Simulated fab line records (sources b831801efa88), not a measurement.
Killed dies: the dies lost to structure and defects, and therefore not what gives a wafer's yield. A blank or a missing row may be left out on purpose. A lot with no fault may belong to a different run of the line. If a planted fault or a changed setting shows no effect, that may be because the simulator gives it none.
Which of the tools did it? :: flow gf180mcu :: 15 lots, 45 wafers sampled, at 4 steps of a route of 602

## WHAT THE GAUGES SHOWED, per wafer
No reading from a measuring or inspecting step in the record can be judged against a usual standard deviation.

## WHICH TOOL RAN EACH LOT (tool, then ch and the chambers of the sampled wafers, then the start)
lot: L820
GF_V5_SPUTTER_22: pvdSputter-03, day 27 10:53
GF_TOP_METAL_SPUTTER_03: pvdSputter-01, day 27 11:50
GF_TOP_METAL_DEVELOP_13: lithoTrack-03 ch 0, day 28 07:37
GF_PASSIVATION_CVD_02: pecvd-04 ch 0,1,2, day 28 08:44

lot: L821
GF_V5_SPUTTER_22: pvdSputter-03, day 27 14:46
GF_TOP_METAL_SPUTTER_03: pvdSputter-01, day 27 15:50
GF_TOP_METAL_DEVELOP_13: lithoTrack-01 ch 0, day 28 10:35
GF_PASSIVATION_CVD_02: pecvd-03 ch 0,1,2, day 28 11:49

lot: L823
GF_V5_SPUTTER_22: pvdSputter-02, day 28 09:57
GF_TOP_METAL_SPUTTER_03: pvdSputter-04, day 28 10:45
GF_TOP_METAL_DEVELOP_13: lithoTrack-01 ch 0, day 29 05:36
GF_PASSIVATION_CVD_02: pecvd-01 ch 1,2, day 29 06:49

lot: L824
GF_V5_SPUTTER_22: pvdSputter-02, day 28 21:44
GF_TOP_METAL_SPUTTER_03: pvdSputter-04, day 28 22:34
GF_TOP_METAL_DEVELOP_13: lithoTrack-01 ch 0, day 29 16:57
GF_PASSIVATION_CVD_02: pecvd-03 ch 0,1,2, day 29 18:19

lot: L826
GF_V5_SPUTTER_22: pvdSputter-03, day 29 06:05
GF_TOP_METAL_SPUTTER_03: pvdSputter-03, day 29 06:54
GF_TOP_METAL_DEVELOP_13: lithoTrack-01 ch 0, day 30 01:44
GF_PASSIVATION_CVD_02: pecvd-01 ch 0,1,2, day 30 03:02

lot: L831
GF_V5_SPUTTER_22: pvdSputter-03, day 30 15:36
GF_TOP_METAL_SPUTTER_03: pvdSputter-04, day 30 16:25
GF_TOP_METAL_DEVELOP_13: lithoTrack-01 ch 0, day 31 09:15
GF_PASSIVATION_CVD_02: pecvd-04 ch 0,2, day 31 10:24

lot: L833
GF_V5_SPUTTER_22: pvdSputter-01, day 31 07:57
GF_TOP_METAL_SPUTTER_03: pvdSputter-03, day 31 08:46
GF_TOP_METAL_DEVELOP_13: lithoTrack-01, day 32 02:00
GF_PASSIVATION_CVD_02: -

lot: L834
GF_V5_SPUTTER_22: pvdSputter-02, day 31 09:51
GF_TOP_METAL_SPUTTER_03: pvdSputter-03, day 31 10:40
GF_TOP_METAL_DEVELOP_13: lithoTrack-02, day 32 03:00
GF_PASSIVATION_CVD_02: -

lot: L835
GF_V5_SPUTTER_22: pvdSputter-03, day 31 14:14
GF_TOP_METAL_SPUTTER_03: pvdSputter-03, day 31 15:02
GF_TOP_METAL_DEVELOP_13: lithoTrack-03, day 32 06:59
GF_PASSIVATION_CVD_02: -

lot: L836
GF_V5_SPUTTER_22: pvdSputter-01, day 32 13:39
GF_TOP_METAL_SPUTTER_03: pvdSputter-03, day 32 14:34
GF_TOP_METAL_DEVELOP_13: lithoTrack-02 ch 0, day 33 06:17
GF_PASSIVATION_CVD_02: pecvd-04 ch 0,1,2, day 33 07:30

lot: L837
GF_V5_SPUTTER_22: pvdSputter-03, day 32 13:47
GF_TOP_METAL_SPUTTER_03: pvdSputter-01, day 32 14:52
GF_TOP_METAL_DEVELOP_13: lithoTrack-03 ch 0, day 33 06:35
GF_PASSIVATION_CVD_02: pecvd-04 ch 1,2, day 33 07:44

lot: L838
GF_V5_SPUTTER_22: pvdSputter-01, day 32 18:06
GF_TOP_METAL_SPUTTER_03: pvdSputter-03, day 32 18:55
GF_TOP_METAL_DEVELOP_13: lithoTrack-02 ch 0, day 33 09:30
GF_PASSIVATION_CVD_02: pecvd-01 ch 0,1,2, day 33 10:38

lot: L840
GF_V5_SPUTTER_22: pvdSputter-02, day 32 21:12
GF_TOP_METAL_SPUTTER_03: pvdSputter-04, day 32 22:01
GF_TOP_METAL_DEVELOP_13: lithoTrack-02 ch 0, day 33 12:21
GF_PASSIVATION_CVD_02: pecvd-03 ch 0,1, day 33 13:32

lot: L841
GF_V5_SPUTTER_22: pvdSputter-02, day 33 10:24
GF_TOP_METAL_SPUTTER_03: pvdSputter-01, day 33 11:13
GF_TOP_METAL_DEVELOP_13: lithoTrack-01 ch 0, day 34 02:27
GF_PASSIVATION_CVD_02: pecvd-03 ch 0,1,2, day 34 03:36

lot: L842
GF_V5_SPUTTER_22: pvdSputter-02, day 33 19:30
GF_TOP_METAL_SPUTTER_03: pvdSputter-01, day 33 20:18
GF_TOP_METAL_DEVELOP_13: lithoTrack-02 ch 0, day 34 11:18
GF_PASSIVATION_CVD_02: pecvd-03 ch 0,1,2, day 34 12:28
- GF_V5_SPUTTER_22: material TiN, target thk 10 nm, time 40 s.
- GF_TOP_METAL_SPUTTER_03: material Ti, target thk 5 nm, time 3.3 s.
- GF_TOP_METAL_DEVELOP_13: develop time 60 s.
- GF_PASSIVATION_CVD_02: deposits Si3N4, target thk 700 nm, time 486.18 s.

## WHAT THE TOOLS THEMSELVES READ (means of the sampled wafers that have a number; where no wafer has one, the mark that the record gives instead)
GF_V5_SPUTTER_22.
lot: L820
tool: pvdSputter-03
throttleValvePct (%): 30.3

lot: L821
tool: pvdSputter-03
throttleValvePct (%): 30.3

lot: L823
tool: pvdSputter-02
throttleValvePct (%): 31.3

lot: L824
tool: pvdSputter-02
throttleValvePct (%): 30.6

lot: L826
tool: pvdSputter-03
throttleValvePct (%): 30.7

lot: L831
tool: pvdSputter-03
throttleValvePct (%): 30.2

lot: L833
tool: pvdSputter-01
throttleValvePct (%): 29.2

lot: L834
tool: pvdSputter-02
throttleValvePct (%): 30.7

lot: L835
tool: pvdSputter-03
throttleValvePct (%): 29.8

lot: L836
tool: pvdSputter-01
throttleValvePct (%): 29.4

lot: L837
tool: pvdSputter-03
throttleValvePct (%): 30.1

lot: L838
tool: pvdSputter-01
throttleValvePct (%): 30.0

lot: L840
tool: pvdSputter-02
throttleValvePct (%): 30.3

lot: L841
tool: pvdSputter-02
throttleValvePct (%): 31.1

lot: L842
tool: pvdSputter-02
throttleValvePct (%): 30.8

GF_TOP_METAL_SPUTTER_03.
lot: L820
tool: pvdSputter-01
throttleValvePct (%): 29.2

lot: L821
tool: pvdSputter-01
throttleValvePct (%): 30.1

lot: L823
tool: pvdSputter-04
throttleValvePct (%): 28.3

lot: L824
tool: pvdSputter-04
throttleValvePct (%): 29.8

lot: L826
tool: pvdSputter-03
throttleValvePct (%): 30.3

lot: L831
tool: pvdSputter-04
throttleValvePct (%): 27.8

lot: L833
tool: pvdSputter-03
throttleValvePct (%): 30.6

lot: L834
tool: pvdSputter-03
throttleValvePct (%): 30.0

lot: L835
tool: pvdSputter-03
throttleValvePct (%): 30.5

lot: L836
tool: pvdSputter-03
throttleValvePct (%): 30.2

lot: L837
tool: pvdSputter-01
throttleValvePct (%): 29.6

lot: L838
tool: pvdSputter-03
throttleValvePct (%): 29.9

lot: L840
tool: pvdSputter-04
throttleValvePct (%): 28.6

lot: L841
tool: pvdSputter-01
throttleValvePct (%): 29.8

lot: L842
tool: pvdSputter-01
throttleValvePct (%): 29.7

GF_TOP_METAL_DEVELOP_13.
lot: L820
tool: lithoTrack-03
chillPlateTempC (C): 22.95

lot: L821
tool: lithoTrack-01
chillPlateTempC (C): 23.01

lot: L823
tool: lithoTrack-01
chillPlateTempC (C): 23.10

lot: L824
tool: lithoTrack-01
chillPlateTempC (C): 23.09

lot: L826
tool: lithoTrack-01
chillPlateTempC (C): 23.11

lot: L831
tool: lithoTrack-01
chillPlateTempC (C): 22.92

lot: L833
tool: lithoTrack-01
chillPlateTempC (C): -

lot: L834
tool: lithoTrack-02
chillPlateTempC (C): -

lot: L835
tool: lithoTrack-03
chillPlateTempC (C): -

lot: L836
tool: lithoTrack-02
chillPlateTempC (C): 23.02

lot: L837
tool: lithoTrack-03
chillPlateTempC (C): 23.02

lot: L838
tool: lithoTrack-02
chillPlateTempC (C): 23.04

lot: L840
tool: lithoTrack-02
chillPlateTempC (C): 23.01

lot: L841
tool: lithoTrack-01
chillPlateTempC (C): 23.00

lot: L842
tool: lithoTrack-02
chillPlateTempC (C): 22.95

GF_PASSIVATION_CVD_02.
lot: L820
tool: pecvd-04
heaterPowerOuterW (W): 407
heaterPowerW (W): 667

lot: L821
tool: pecvd-03
heaterPowerOuterW (W): 411
heaterPowerW (W): 714

lot: L823
tool: pecvd-01
heaterPowerOuterW (W): 433
heaterPowerW (W): 720

lot: L824
tool: pecvd-03
heaterPowerOuterW (W): 403
heaterPowerW (W): 707

lot: L826
tool: pecvd-01
heaterPowerOuterW (W): 448
heaterPowerW (W): 734

lot: L831
tool: pecvd-04
heaterPowerOuterW (W): 421
heaterPowerW (W): 670

lot: L836
tool: pecvd-04
heaterPowerOuterW (W): 430
heaterPowerW (W): 708

lot: L837
tool: pecvd-04
heaterPowerOuterW (W): 435
heaterPowerW (W): 703

lot: L838
tool: pecvd-01
heaterPowerOuterW (W): 389
heaterPowerW (W): 666

lot: L840
tool: pecvd-03
heaterPowerOuterW (W): 435
heaterPowerW (W): 728

lot: L841
tool: pecvd-03
heaterPowerOuterW (W): 433
heaterPowerW (W): 729

lot: L842
tool: pecvd-03
heaterPowerOuterW (W): 397
heaterPowerW (W): 687

## THE ANSWER, worked out from the rows above alone
Rule: usual is defined by the lots themselves. Put in order of their means at a reading, lots are off if they are a third of the lots or fewer, leave a main group of 4 or more, and stand apart from it by a gap of 3 or more times the standard deviation of the main group's means; of several such gaps the widest counts. A main group is skipped when, at the precision printed for the reading in the tables above, its means are all equal. Also off: a lot with no number at a reading for which 4 or more lots have one. Where the step has rows for the other lots, those lots are counted as sound. After the gauges, taken in route order, come the tools' own readings; for these a lot's mean is taken, as printed above. The first step at which some lot is off is used, and at that step the reading that is off furthest; a lot without a number counts as furthest.
Off, at GF_TOP_METAL_DEVELOP_13 on chillPlateTempC: L833, L834, L835. Without a number there: L833, L834, L835. The main group: mean 23.02 C, standard deviation 0.058.
If a tool, at that step or one of the process steps before it, ran each lot that is off and ran no sound lot following the first of them, it fits. Of those tried, none fits.

## WHAT THE SIMULATOR PUT IN
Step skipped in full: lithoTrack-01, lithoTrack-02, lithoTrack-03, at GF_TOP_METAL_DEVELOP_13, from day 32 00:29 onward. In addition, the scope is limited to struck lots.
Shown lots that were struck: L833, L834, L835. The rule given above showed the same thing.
